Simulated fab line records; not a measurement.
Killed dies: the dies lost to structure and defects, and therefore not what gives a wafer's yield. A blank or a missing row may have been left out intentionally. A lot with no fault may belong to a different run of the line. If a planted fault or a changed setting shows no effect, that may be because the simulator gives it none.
Chamber matching | flow sky130 | SKY_SONOS_ONO_ETCH_15 on rie diel-02 has 4 sister chambers
The step etches the open film in CHF3/O2, target depth 19.52 nm, time 7.8 s. 4 wafers are shown with their chamber, then 8 later ones without.

== EACH WAFER AND ITS CHAMBER ==
wafer  | chamber | drypump motor current A (A)
L083.4 | 1       | 5.0
L084.1 | 2       | 5.7
L084.6 | 3       | 5.5
L085.1 | 0       | 5.7

== WAFERS WITHOUT THEIR CHAMBER ==
wafer  | drypump motor current A (A)
L085.4 | 5.7
L085.5 | 5.6
L091.3 | 5.5
L091.5 | 5.8
L091.6 | 4.9
L094.3 | 5.6
L094.5 | 5.7
L094.6 | 4.9

== WHICH CHAMBER EACH WENT THROUGH ==
wafer  | from the rows above          | in truth
L085.4 | can't be placed: 0 or 2      | 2
L085.5 | can't be placed: 3 or 0 or 2 | 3
L091.3 | 3                            | 3
L091.5 | can't be placed: 0 or 2      | 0
L091.6 | 1                            | 1
L094.3 | can't be placed: 3 or 0 or 2 | 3
L094.5 | can't be placed: 0 or 2      | 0
L094.6 | 1                            | 1
Placed correctly: 3 of 8. From these rows, 5 cannot be placed; in 5 the true chamber is one of the candidates. Placed wrongly: 0.
How it was worked out, from the rows above alone: a wafer's distance from a chamber is the root of the sum, over the readings, of the square of ((its reading less the chamber's mean) divided by the reading's scatter). If the next closest chamber is less than 2 further off than the closest, the wafer can't be placed; otherwise it belongs to the closest. Each chamber's mean is taken over the wafers shown for it. The scatter (one wafer shown for each chamber): square how far every hidden wafer sits from the nearest shown wafer, average those squares and take the square root.
